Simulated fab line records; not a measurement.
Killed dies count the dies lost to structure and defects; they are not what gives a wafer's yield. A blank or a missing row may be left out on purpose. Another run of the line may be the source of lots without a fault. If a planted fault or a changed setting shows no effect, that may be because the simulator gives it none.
8D (eight disciplines) problem report, filled in by code || flow sky130 || the parts of the form that need people (team, actions taken, sign-off) are left out

== 1. THE PROBLEM ==
Mean CAP2M_CVD_00_THK at SKY_CAP2M_THK_MEAS_01: 24.23 nm over 6 wafers in 2 lots; fault-free wafers: 15.50 nm, standard deviation 0.24. Relative to the usual mean, that is a shift of +36 standard deviations.
Seen first at day 45 10:01 on film-metro-01, wafer L563.1. At this step, 36 wafers from 12 lots have a number in the record. By rule, "out" or "out of limits" means more than 4 standard deviations away from the usual mean. The other wafers with a number count as sound.

== 2. WHAT IT IS; WHAT IT IS NOT ==
{"question": "which readings at this step", "is": "CAP2M_CVD_00_THK", "is not": "-"}
{"question": "which lots", "is": "L563, L564", "is not": "L544, L545, L546, L547, L550, L551, L552, L553, L556, L566"}
{"question": "which wafers of those lots", "is": "all that have a number", "is not": "-"}
{"question": "read on which gauges", "is": "film-metro-01, film-metro-03", "is not": "film-metro-04"}
{"question": "when", "is": "from day 45 10:01", "is not": "up to then (27 sound wafers); but 3 sound wafers of L566 came after"}

== 3. THE SUSPECTS, EACH WITH WHAT RULES IT OUT ==
Counting: a tool stays on the suspect list if, at a process step up to the reading, it processed all lots that are out and no sound lot following the first of them.
- ruled out: the gauge at SKY_CAP2M_THK_MEAS_01. 2 gauges (film-metro-01, film-metro-03) read the wafers that are out.
- pecvd-03 at SKY_CAP2M_CVD_00 (deposits SiO2, target thk 15.5 nm): kept. It processed each lot that is out, first L563 at day 45 10:00, and no sound lot thereafter; up to then, the last sound lot it processed was L556 at day 43 08:53.
Remaining after the count: pecvd-03 at SKY_CAP2M_CVD_00.

== 4. THE CAUSE (what the simulator had put in) ==
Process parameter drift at SKY_CAP2M_CVD_00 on pecvd-03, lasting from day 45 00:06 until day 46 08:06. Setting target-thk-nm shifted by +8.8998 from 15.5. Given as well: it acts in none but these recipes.
This tool alone remained once counting was done.

== 5. THE EFFECT CHAIN, in route order ==
Rows list readings where the struck wafers' mean (over those with a number) sits beyond 3 standard deviations from the usual. Scope: only readings with a usual standard deviation given in the record; hours: median across lots of the time from each lot's start at the first step in this table that gives one to its start at this step; sigmas: change in usual standard deviations.
{"hours": 0, "step": "SKY_CAP2M_THK_MEAS_01", "reading": "CAP2M_CVD_00_THK", "usual": "15.50 nm", "on struck wafers": 24.23, "change": "+8.73", "sigmas": "+36"}
{"hours": 41, "step": "SKY_METAL4_ETCH_17", "reading": "oes-product-au", "usual": "0.755 a.u.", "on struck wafers": 0.965, "change": "+0.210", "sigmas": "+29"}
It contains these process steps:
- SKY_METAL4_ETCH_17: etches SiO2 in C4F8/O2/Ar, stops on TiN, time 3.9 s, target depth 15 nm.

== 6. WHAT WOULD HAVE CAUGHT IT SOONER ==
The first out-of-limits reading at a measuring or inspecting step in this record came at day 45 10:01, 10 hours after the fault's start at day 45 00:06.
Tool readings at SKY_CAP2M_CVD_00 with a usual standard deviation given in the record: none out on any struck wafer, hence no alarm at a limit of 4 standard deviations on them.
Of the lots that are out (2), L564 began SKY_CAP2M_CVD_00 on pecvd-03 after day 45 10:01. Putting the tool on hold at that point would have spared it.
